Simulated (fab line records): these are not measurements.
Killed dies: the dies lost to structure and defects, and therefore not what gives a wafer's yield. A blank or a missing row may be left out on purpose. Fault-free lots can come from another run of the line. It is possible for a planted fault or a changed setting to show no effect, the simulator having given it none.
fab line records ; flow gf180mcu
record: lots: 10; wafers: 30; lastDay: 34
route steps=602 shown STI@4 HV_LDD@225 PSD@258 SAB@277
lots with no fault: from the same line, run without faults
startH: the number of hours between the record's first day and the start of the first shown wafer of the lot ; waitH: time in hours since the lot's previous step ; " as in the row above ; L1.1+2: several wafers, shown together as one row ; - no value, or no start was given ; * or withheld: withheld ; < > ~ a bound
route shown NAME@n: NAME is a module with steps in the file, n the number in the route of the first one ; usual: mean/standard deviation taken from wafers without a fault ; same: alike in all rows ; chamber/n: place in a boat ; sites: readings site by site ; _std_site: the standard deviation of these ; _edge_site: outer sites' mean less inner sites' ; radiusMm: for every site, how far away it sits from the centre of the wafer ; mask NAME#n: copy n ; behind: the last tool/chamber to shape the wafer ; hold: why the lot was held/for how many hours/how that ended ; device: the n, p or np transistor that did not switch ; end of line: tests of these same wafers at the route's end ; a step with no rows: only its recipe ; killed: dies that structure and defects cost at the first sort, which is not the same as the wafer's yield ; map: a wafer's dies, marking killed ones x, the rest . and places with no die _
set.NAME: the run value of the setting; set.NAME@STEP: its run value at that earlier step ; model.NAME: the simulator's own value behind a step, which no gauge read
route steps across a sampled set of lots; one table per step, one row per wafer
services: from which hour (startH, from the record's first day; less than 0 if before it) a tool's chamber was out of use, for how many hours, and why
== steps ==
step: GF_STI_CVD_03
recipe: material: Si3N4; precursor: DCS/NH3; targetThkNm: 207.16; tempC: 770; timeS: 3551; pressureMtorr: 250
usual: spikeTcBottomC: 788.5/1.6; spikeTcCentreC: 771.0/1.5; spikeTcLowerC: 770.4/1.5; spikeTcUpperC: 769.8/1.3; susceptorTempC: 770.0/0.36
same: timeS: 3551
lot.wafer;tool;chamber;startH;waitH;spikeTcBottomC;spikeTcCentreC;spikeTcLowerC;spikeTcUpperC;susceptorTempC
L575.2;lpcvd-02;1;16.08;0.0;787.2;772.0;767.7;771.5;769.5
L575.4;lpcvd-02;1;16.08;0.0;786.6;774.1;768.1;769.9;769.8
L575.5;lpcvd-02;1;16.08;0.0;784.7;771.7;767.2;771.2;770.3
L581.2;lpcvd-02;0;41.57;0.0;792.8;770.1;771.1;767.6;769.9
L581.5;lpcvd-02;0;41.57;0.0;790.7;770.9;772.9;767.3;769.7
L581.6;lpcvd-02;0;41.57;0.0;792.0;769.5;770.2;769.7;769.7
L582.1;lpcvd-01;1;46.71;0.1;787.1;770.9;771.2;767.9;769.2
L582.2;lpcvd-01;1;46.71;0.1;788.3;769.4;770.0;769.6;769.1
L582.6;lpcvd-01;1;46.71;0.1;786.9;770.0;772.1;770.2;769.3
L584.1;lpcvd-01;1;57.81;0.1;789.2;770.4;771.2;769.9;770.3
L584.4;lpcvd-01;1;57.81;0.1;786.7;770.0;771.4;769.4;770.2
L584.6;lpcvd-01;1;57.81;0.1;789.2;768.3;770.8;768.9;770.2
L589.1;lpcvd-02;0;83.39;0.1;791.6;770.3;772.1;768.1;770.2
L589.3;lpcvd-02;0;83.39;0.1;791.1;770.6;770.0;767.1;770.2
L589.5;lpcvd-02;0;83.39;0.1;789.4;769.7;772.0;769.3;769.8
L590.1;lpcvd-01;0;86.66;0.1;787.8;771.1;770.2;769.6;770.6
L590.3;lpcvd-01;0;86.66;0.1;787.9;771.0;771.6;770.6;770.1
L590.4;lpcvd-01;0;86.66;0.1;787.5;769.9;771.2;770.7;770.0
L591.3;lpcvd-01;1;91.57;0.0;788.3;771.0;772.6;770.7;770.6
L591.4;lpcvd-01;1;91.57;0.0;788.8;769.2;770.1;768.1;769.9
L591.6;lpcvd-01;1;91.57;0.0;789.2;769.7;771.9;768.6;770.0
L592.1;lpcvd-01;0;97.56;0.1;793.8;775.8;776.2;777.4;775.5
L592.4;lpcvd-01;0;97.56;0.1;795.2;774.5;777.6;777.6;775.6
L592.6;lpcvd-01;0;97.56;0.1;794.2;777.1;777.2;777.4;775.7
L593.4;lpcvd-02;1;102.33;0.0;785.7;772.7;768.8;770.3;770.2
L593.5;lpcvd-02;1;102.33;0.0;785.8;771.8;768.7;769.3;769.7
L593.6;lpcvd-02;1;102.33;0.0;786.3;771.1;769.2;770.7;769.6
L595.1;lpcvd-02;1;117.33;0.1;787.6;772.5;768.5;769.1;769.9
L595.4;lpcvd-02;1;117.33;0.1;788.6;772.2;769.1;770.1;769.7
L595.5;lpcvd-02;1;117.33;0.1;785.9;773.1;768.5;771.4;769.7
step: GF_STI_THK_MEAS_04
recipe: reads: Si3N4_of_STI_CVD_03
usual: STI_CVD_03_THK: 208.3/1.8
lot.wafer;tool;chamber;startH;waitH;hold;STI_CVD_03_THK[nm]
L575.2;filmMetro-03;-;18.08;0.0;-;209.1
L575.4;filmMetro-03;-;18.08;0.0;-;208.1
L575.5;filmMetro-03;-;18.08;0.0;-;208.8
L581.2;filmMetro-03;-;43.57;0.0;-;210.0
L581.5;filmMetro-03;-;43.57;0.0;-;209.1
L581.6;filmMetro-03;-;43.57;0.0;-;207.8
L582.1;filmMetro-04;-;48.69;0.0;-;207.4
L582.2;filmMetro-04;-;48.69;0.0;-;206.1
L582.6;filmMetro-04;-;48.69;0.0;-;206.2
L584.1;filmMetro-01;-;59.83;0.0;-;206.9
L584.4;filmMetro-01;-;59.83;0.0;-;208.9
L584.6;filmMetro-01;-;59.83;0.0;-;205.3
L589.1;filmMetro-01;-;85.37;0.0;-;204.5
L589.3;filmMetro-01;-;85.37;0.0;-;206.1
L589.5;filmMetro-01;-;85.37;0.0;-;204.9
L590.1;filmMetro-03;-;88.64;0.0;-;206.0
L590.3;filmMetro-03;-;88.64;0.0;-;207.2
L590.4;filmMetro-03;-;88.64;0.0;-;206.7
L591.3;filmMetro-04;-;93.58;0.0;-;210.1
L591.4;filmMetro-04;-;93.58;0.0;-;208.6
L591.6;filmMetro-04;-;93.58;0.0;-;208.5
L592.1;filmMetro-01;-;99.55;0.0;awaitDispo/0.2h/release;234.3
L592.4;filmMetro-01;-;99.55;0.0;awaitDispo/0.2h/release;233.9
L592.6;filmMetro-01;-;99.55;0.0;awaitDispo/0.2h/release;235.2
L592.1;filmMetro-01;-;99.78;0.2;-;234.5
L592.4;filmMetro-01;-;99.78;0.2;-;234.2
L592.6;filmMetro-01;-;99.78;0.2;-;235.5
L593.4;filmMetro-03;-;104.35;0.0;-;207.2
L593.5;filmMetro-03;-;104.35;0.0;-;209.2
L593.6;filmMetro-03;-;104.35;0.0;-;209.9
L595.1;filmMetro-04;-;119.32;0.0;-;205.5
L595.4;filmMetro-04;-;119.32;0.0;-;208.0
L595.5;filmMetro-04;-;119.32;0.0;-;207.9
step: GF_STI_ETCH_13
recipe: chemistry: CHF3/O2; stopOn: Si; overEtchFrac: 0.3; targetDepthA: 2823.1; sourceW: 600; biasW: 200; pressureMtorr: 40; chf3FlowSccm: 50; O2_flow_sccm: 5; timeS: 112.9
usual: drypumpMotorCurrentA: 5.9/0.46; oesProductAu: 0.835/0.006; throttleValvePct: 8.811/0.0087
same: timeS: 112.9
lot.wafer;tool;chamber;startH;waitH;drypumpMotorCurrentA;oesProductAu;rfHoursCounterH;throttleValvePct
L575.2;rieDiel-03;2;29.96;0.1;5.5;0.829;106;8.822
L575.4;rieDiel-03;0;29.96;0.1;5.8;0.830;117;8.810
L575.5;rieDiel-03;2;29.96;0.1;5.4;0.844;-;8.808
L581.2;rieDiel-03;3;56.63;0.1;6.4;0.835;6;8.810
L581.5;rieDiel-03;3;56.63;0.1;6.4;0.840;-;8.811
L581.6;rieDiel-03;2;56.63;0.1;5.5;0.837;-;8.814
L582.1;rieDiel-02;3;61.85;0.1;5.3;0.832;157;8.811
L582.2;rieDiel-02;2;61.85;0.1;6.4;0.828;105;8.816
L582.6;rieDiel-02;2;61.85;0.1;6.4;0.831;-;8.805
L584.1;rieDiel-01;2;72.93;0.1;5.3;0.837;91;8.796
L584.4;rieDiel-01;1;72.93;0.1;6.2;0.833;47;8.808
L584.6;rieDiel-01;3;72.93;0.1;6.2;0.828;-;8.802
L589.1;rieDiel-02;0;99.11;0.1;6.2;0.823;33;8.808
L589.3;rieDiel-02;1;99.11;0.1;5.4;0.836;2;8.813
L589.5;rieDiel-02;2;99.11;0.1;6.4;0.830;-;8.797
L590.1;rieDiel-03;1;102.36;0.1;6.1;0.835;165;8.805
L590.3;rieDiel-03;0;102.36;0.1;5.8;0.834;119;8.817
L590.4;rieDiel-03;3;102.36;0.1;6.4;0.836;7;8.806
L591.3;rieDiel-02;0;107.08;0.1;6.2;0.829;33;8.809
L591.4;rieDiel-02;3;107.08;0.1;5.3;0.837;158;8.802
L591.6;rieDiel-02;3;107.08;0.1;5.3;0.840;-;8.801
L592.1;rieDiel-01;0;114.08;0.1;5.5;0.898;120;8.829
L592.4;rieDiel-01;3;114.08;0.1;6.2;0.898;108;8.829
L592.6;rieDiel-01;2;114.08;0.1;5.3;0.891;-;8.817
L593.4;rieDiel-02;0;118.63;0.0;6.2;0.821;34;8.822
L593.5;rieDiel-02;2;118.63;0.0;6.4;0.839;-;8.817
L593.6;rieDiel-02;1;118.63;0.0;5.4;0.834;-;8.824
L595.1;rieDiel-03;2;132.83;0.1;5.5;0.830;109;8.807
L595.4;rieDiel-03;0;132.83;0.1;5.8;0.829;120;8.814
L595.5;rieDiel-03;2;132.83;0.1;5.4;0.829;-;8.821
step: GF_HV_LDD_STRIP_49
recipe: chemistry: O2/N2; powerW: 1400; pressureMtorr: 1500; platenTempC: 250; o2FlowSccm: 3000; n2FlowSccm: 300; overashFraction: 0.5
usual: drypumpMotorCurrentA: 5.72/0.12; heaterPowerW: 336/36; oesProductAu: 0.716/0.0044; stripTimeToEndpointS: 12.64/0.041
lot.wafer;tool;chamber;startH;waitH;drypumpMotorCurrentA;heaterPowerW;oesProductAu;rfHoursCounterH;stripTimeToEndpointS
L575.2;plasmaAsher-01;1;273.89;0.1;5.71;368;0.712;64;12.57
L575.4;plasmaAsher-01;0;273.89;0.1;5.62;292;0.717;-;12.56
L575.5;plasmaAsher-01;0;273.89;0.1;5.62;307;0.725;-;12.53
L581.2;plasmaAsher-02;1;314.27;0.1;5.84;305;0.712;64;12.70
L581.5;plasmaAsher-02;0;314.27;0.1;5.54;311;0.711;-;12.71
L581.6;plasmaAsher-02;1;314.27;0.1;5.84;297;0.713;-;12.69
L582.1;plasmaAsher-02;1;325.69;0.1;5.86;287;0.716;64;12.65
L582.2;plasmaAsher-02;0;325.69;0.1;5.55;324;0.719;64;12.63
L582.6;plasmaAsher-02;1;325.69;0.1;5.85;295;0.713;-;12.64
L584.1;plasmaAsher-03;1;340.54;0.1;5.89;371;0.718;55;12.64
L584.4;plasmaAsher-03;1;340.54;0.1;5.88;374;0.715;-;12.68
L584.6;plasmaAsher-03;1;340.54;0.1;5.90;374;0.722;-;12.63
L589.1;plasmaAsher-02;0;386.81;0.1;5.55;320;0.714;71;12.63
L589.3;plasmaAsher-02;1;386.81;0.1;5.85;292;0.715;-;12.57
L589.5;plasmaAsher-02;0;386.81;0.1;5.56;333;0.715;-;12.65
L590.1;plasmaAsher-02;1;400.01;0.1;5.83;299;0.717;72;12.70
L590.3;plasmaAsher-02;0;400.01;0.1;5.55;322;0.712;-;12.69
L590.4;plasmaAsher-02;1;400.01;0.1;5.83;299;0.709;-;12.64
L591.3;plasmaAsher-03;1;402.65;0.1;5.93;386;0.718;-;12.63
L591.4;plasmaAsher-03;0;402.65;0.1;5.70;385;0.722;-;12.62
L591.6;plasmaAsher-03;1;402.65;0.1;5.92;384;0.711;-;12.63
L592.1;plasmaAsher-03;0;420.61;0.1;5.69;372;0.709;63;12.71
L592.4;plasmaAsher-03;1;420.61;0.1;5.93;384;0.711;-;12.65
L592.6;plasmaAsher-03;1;420.61;0.1;5.91;386;0.719;-;12.67
L593.4;plasmaAsher-03;1;426.87;0.1;5.92;383;0.723;-;12.61
L593.5;plasmaAsher-03;0;426.87;0.1;5.71;373;0.715;-;12.61
L593.6;plasmaAsher-03;1;426.87;0.1;5.89;383;0.716;-;12.62
L595.1;plasmaAsher-03;0;441.46;0.1;5.70;369;0.718;66;12.59
L595.4;plasmaAsher-03;0;441.46;0.1;5.69;371;0.717;-;12.63
L595.5;plasmaAsher-03;1;441.46;0.1;5.88;377;0.713;-;12.64
step: GF_PSD_STRIP_10
recipe: chemistry: O2/N2; powerW: 1400; pressureMtorr: 1500; platenTempC: 250; o2FlowSccm: 3000; n2FlowSccm: 300; overashFraction: 0.5
usual: drypumpMotorCurrentA: 5.78/0.17; heaterPowerW: 326/25; oesProductAu: 0.592/0.0045; stripTimeToEndpointS: 16.52/0.036
lot.wafer;tool;chamber;startH;waitH;drypumpMotorCurrentA;heaterPowerW;oesProductAu;rfHoursCounterH;stripTimeToEndpointS
L575.2;plasmaAsher-02;1;317.94;0.1;5.83;310;0.592;64;16.61
L575.4;plasmaAsher-02;0;317.94;0.1;5.56;323;0.601;-;16.57
L575.5;plasmaAsher-02;0;317.94;0.1;5.55;330;0.586;-;16.60
L581.2;plasmaAsher-02;1;359.94;0.1;5.84;299;0.594;68;16.54
L581.5;plasmaAsher-02;0;359.94;0.1;5.56;329;0.596;-;16.56
L581.6;plasmaAsher-02;1;359.94;0.1;5.84;297;0.588;-;16.50
L582.1;plasmaAsher-04;1;373.13;0.1;6.05;356;0.597;27;16.50
L582.2;plasmaAsher-04;0;373.13;0.1;5.91;331;0.586;27;16.51
L582.6;plasmaAsher-04;1;373.13;0.1;6.05;337;0.586;-;16.48
L584.1;plasmaAsher-01;1;388.89;0.1;5.72;358;0.593;75;16.52
L584.4;plasmaAsher-01;1;388.89;0.1;5.69;354;0.586;-;16.56
L584.6;plasmaAsher-01;0;388.89;0.1;5.65;291;0.593;-;16.54
L589.1;plasmaAsher-01;1;437.24;0.1;5.70;353;0.585;80;16.51
L589.3;plasmaAsher-01;0;437.24;0.1;5.59;294;0.594;-;16.52
L589.5;plasmaAsher-01;1;437.24;0.1;5.72;362;0.594;-;16.49
L590.1;plasmaAsher-04;1;450.96;0.1;6.08;352;0.590;35;16.53
L590.3;plasmaAsher-04;0;450.96;0.1;5.90;322;0.589;-;16.52
L590.4;plasmaAsher-04;1;450.96;0.1;6.09;354;0.594;-;16.51
L591.3;plasmaAsher-01;1;454.32;0.1;5.70;351;0.597;-;16.52
L591.4;plasmaAsher-01;0;454.32;0.1;5.65;292;0.594;-;16.51
L591.6;plasmaAsher-01;1;454.32;0.1;5.69;362;0.592;-;16.54
L592.1;plasmaAsher-01;0;473.14;0.1;5.63;291;0.599;84;16.50
L592.4;plasmaAsher-01;0;473.14;0.1;5.62;299;0.588;-;16.51
L592.6;plasmaAsher-01;0;473.14;0.1;5.68;294;0.584;-;16.50
L593.4;plasmaAsher-04;0;478.57;0.1;5.87;324;0.590;-;16.57
L593.5;plasmaAsher-04;0;478.57;0.1;5.88;339;0.595;-;16.55
L593.6;plasmaAsher-04;1;478.57;0.1;6.08;363;0.593;-;16.57
L595.1;plasmaAsher-02;0;493.76;0.1;5.55;307;0.593;7;16.47
L595.4;plasmaAsher-02;0;493.76;0.1;5.55;308;0.592;-;16.53
L595.5;plasmaAsher-02;1;493.76;0.1;5.82;292;0.602;-;16.52
step: GF_SAB_STRIP_13
recipe: chemistry: O2/N2; powerW: 1400; pressureMtorr: 1500; platenTempC: 250; o2FlowSccm: 3000; n2FlowSccm: 300; overashFraction: 0.5
usual: drypumpMotorCurrentA: 5.84/0.15; heaterPowerW: 351/29; oesProductAu: 0.710/0.0049; stripTimeToEndpointS: 12.41/0.034
lot.wafer;tool;chamber;startH;waitH;drypumpMotorCurrentA;heaterPowerW;oesProductAu;rfHoursCounterH;stripTimeToEndpointS
L575.2;plasmaAsher-01;0;339.97;0.0;5.68;292;0.712;70;12.45
L575.4;plasmaAsher-01;0;339.97;0.0;5.66;296;0.712;-;12.46
L575.5;plasmaAsher-01;0;339.97;0.0;5.69;299;0.714;-;12.44
L581.2;plasmaAsher-04;0;384.18;0.0;5.88;336;0.714;28;12.43
L581.5;plasmaAsher-04;1;384.18;0.0;6.08;344;0.711;-;12.40
L581.6;plasmaAsher-04;0;384.18;0.0;5.88;331;0.713;-;12.41
L582.1;plasmaAsher-03;0;397.02;0.0;5.69;377;0.711;61;12.42
L582.2;plasmaAsher-03;1;397.02;0.0;5.93;391;0.704;61;12.41
L582.6;plasmaAsher-03;1;397.02;0.0;5.94;380;0.707;-;12.42
L584.1;plasmaAsher-01;1;412.46;0.0;5.71;354;0.700;78;12.47
L584.4;plasmaAsher-01;0;412.46;0.0;5.63;306;0.709;-;12.46
L584.6;plasmaAsher-01;1;412.46;0.0;5.70;358;0.713;-;12.41
L589.1;plasmaAsher-01;0;462.49;0.0;5.66;304;0.710;83;12.43
L589.3;plasmaAsher-01;1;462.49;0.0;5.70;352;0.705;-;12.42
L589.5;plasmaAsher-01;1;462.49;0.0;5.72;356;0.715;-;12.41
L590.1;plasmaAsher-04;1;475.29;0.0;6.04;353;0.712;37;12.36
L590.3;plasmaAsher-04;0;475.29;0.0;5.89;333;0.712;-;12.40
L590.4;plasmaAsher-04;1;475.29;0.0;6.06;349;0.703;-;12.40
L591.3;plasmaAsher-01;1;479.02;0.0;5.70;355;0.718;-;12.37
L591.4;plasmaAsher-01;0;479.02;0.0;5.62;301;0.709;-;12.34
L591.6;plasmaAsher-01;0;479.02;0.0;5.65;300;0.710;-;12.36
L592.1;plasmaAsher-03;1;497.12;0.0;5.92;388;0.701;72;12.41
L592.4;plasmaAsher-03;1;497.12;0.0;5.89;381;0.715;-;12.44
L592.6;plasmaAsher-03;1;497.12;0.0;5.87;383;0.715;-;12.43
L593.4;plasmaAsher-04;1;502.47;0.0;6.07;360;0.712;-;12.42
L593.5;plasmaAsher-04;0;502.47;0.0;5.93;320;0.707;-;12.39
L593.6;plasmaAsher-04;1;502.47;0.0;6.08;346;0.715;-;12.41
L595.1;plasmaAsher-04;0;517.46;0.0;5.90;322;0.710;42;12.36
L595.4;plasmaAsher-04;0;517.46;0.0;5.90;328;0.710;-;12.37
L595.5;plasmaAsher-04;0;517.46;0.0;5.94;325;0.702;-;12.33
== services ==
tool;chamber;startH;hours;kind
plasmaAsher-04;-;-2.13;5.2;repair
plasmaAsher-02;-;5.93;9.8;repair
rieDiel-02;3;10.13;12.7;repair
plasmaAsher-01;-;23.83;2.2;repair
plasmaAsher-01;-;25.26;3.3;repair
rieDiel-02;0;35.53;5.7;repair
rieDiel-03;0;40.53;15.8;repair
plasmaAsher-02;-;41.85;2.0;repair
plasmaAsher-03;-;76.47;2.3;repair
plasmaAsher-04;-;108.75;9.0;pm
plasmaAsher-03;-;123.17;15.6;pm
plasmaAsher-03;-;151.66;8.0;repair
plasmaAsher-02;-;159.91;2.8;pm
lpcvd-02;-;240.58;0.9;repair
plasmaAsher-02;-;254.40;1.1;repair
plasmaAsher-02;-;319.36;3.2;repair
plasmaAsher-01;-;347.33;2.2;repair
lpcvd-01;-;348.51;2.8;pm
plasmaAsher-03;-;374.87;5.4;repair
plasmaAsher-01;-;420.28;2.7;repair
plasmaAsher-02;-;421.25;9.0;pm
plasmaAsher-01;-;457.29;3.4;repair
plasmaAsher-04;-;458.41;4.4;repair
plasmaAsher-01;-;493.03;1.7;repair
== key ==
firstSign: step: GF_STI_CVD_03; reading: susceptorTempC; direction: up; sigmas: 16; usual: *; struck: *
effect: step: GF_STI_CVD_03; reading: spikeTcUpperC; direction: up; sigmas: 5.8; usual: 769.8; struck: 777.5
effect: step: GF_STI_THK_MEAS_04; reading: visit; direction: added
effect: step: GF_STI_THK_MEAS_04; reading: STI_CVD_03_THK; direction: up; sigmas: 15; usual: 208.3; struck: 234.5
effect: step: GF_STI_ETCH_13; reading: oesProductAu; direction: up; sigmas: 10; usual: 0.835; struck: 0.896
metAt GF_STI_CVD_03
struckLots L592
struckWafers L592.1,L592.4,L592.6
testerLeftOut L592
notActingAt GF_HV_LDD_STRIP_49,GF_PSD_STRIP_10,GF_SAB_STRIP_13
onsetBetween 86.66 97.56
fault: kind: processParameterDrift; tool: lpcvd-01; chamber: 0; onsetH: 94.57; steps: GF_STI_CVD_03; channel: tempC; offset: *; shape: step; endH: 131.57; actsIn: *; stated: *
testerLeftOut: of these lots the tester's yield and bins aren't shown, on N5 and GAA mostly nor the transistor test; their killed dies are dies lost to structure and defects alone, not to doping, threshold or leakage, so they don't give the yield
